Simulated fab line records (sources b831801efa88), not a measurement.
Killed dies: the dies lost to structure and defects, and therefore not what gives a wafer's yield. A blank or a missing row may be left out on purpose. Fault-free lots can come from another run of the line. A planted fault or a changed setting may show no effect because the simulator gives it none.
Which tool did it? | flow gf180mcu | Sampling: 7 lots, 21 wafers, 4 of 602 route steps

== WHAT THE GAUGES SHOWED, per wafer ==
GF_HV_LDD_TW_MEAS_38.
lot  | measured     | on           | HV_LDD_3_TW
L382 | day 11 19:50 | filmMetro-03 | 1426 1420 1419
L384 | day 12 11:16 | filmMetro-03 | 1303 1309 1306
L386 | day 13 05:13 | filmMetro-04 | 1431 1427 1425
L391 | day 14 20:05 | filmMetro-04 | 1429 1424 1428
L398 | day 17 00:14 | filmMetro-02 | 1456 1465 1470
L400 | day 17 22:53 | filmMetro-03 | 1431 1429 1427
L403 | day 18 22:36 | filmMetro-04 | 1438 1443 1442

== WHICH TOOL RAN EACH LOT (tool, then ch and the chambers of the sampled wafers, then the start) ==
lot  | GF_POLY_GATE_ETCH_12              | GF_HV_LDD_STRIP_10                  | GF_HV_LDD_IMPLANT_36
L382 | rieDiel-04 ch 0,1,3, day 9 10:17  | plasmaAsher-02 ch 0,1, day 10 05:49 | implanter-01 ch 0, day 11 19:35
L384 | rieDiel-01 ch 0,2, day 10 01:26   | plasmaAsher-02 ch 0,1, day 10 20:59 | implanter-01, day 12 11:01
L386 | rieDiel-01 ch 0,1,2, day 10 16:43 | plasmaAsher-02 ch 0,1, day 11 14:03 | implanter-01 ch 0, day 13 04:58
L391 | rieDiel-01 ch 0,2, day 12 02:04   | plasmaAsher-04 ch 0,1, day 13 01:08 | implanter-01 ch 0, day 14 19:52
L398 | rieDiel-02 ch 1,2, day 14 04:31   | plasmaAsher-03 ch 0,1, day 15 03:02 | implanter-01 ch 0, day 16 23:56
L400 | rieDiel-02 ch 0,3, day 15 00:20   | plasmaAsher-04 ch 0,1, day 16 00:07 | implanter-02 ch 0, day 17 22:39
L403 | rieDiel-01 ch 0,1, day 15 22:17   | plasmaAsher-03 ch 0,1, day 16 22:25 | implanter-01 ch 0, day 18 22:23
- GF_POLY_GATE_ETCH_12: etches BARC in N2/H2.
- GF_HV_LDD_STRIP_10: strips in O2/N2.
- GF_HV_LDD_IMPLANT_36

== THE ANSWER, worked out from the rows above alone ==
Rule: the usual values come from the lots themselves. The widest of any qualifying gaps counts: lots, ordered by their means at a reading, are off when they make up no more than a third of the lots, leave a main group of 4 or more, and stand apart from it by 3 or more times the standard deviation of that group's means. Not used: any main group whose means are identical at the precision the tables above print for the reading. Also off: a lot with no number at a reading for which 4 or more lots have one. All remaining lots with rows at the step are treated as sound.
Off: L384, at GF_HV_LDD_TW_MEAS_38 (HV_LDD_3_TW). The main group: mean 1435, standard deviation 14.
If a tool, at a process step before that reading, ran all the lots that are off and no sound lot after the first of them, it fits. Gauges at GF_HV_LDD_TW_MEAS_38: tried the same way as those tools. Of those tried, none fits.

== WHAT THE SIMULATOR HAD INSERTED ==
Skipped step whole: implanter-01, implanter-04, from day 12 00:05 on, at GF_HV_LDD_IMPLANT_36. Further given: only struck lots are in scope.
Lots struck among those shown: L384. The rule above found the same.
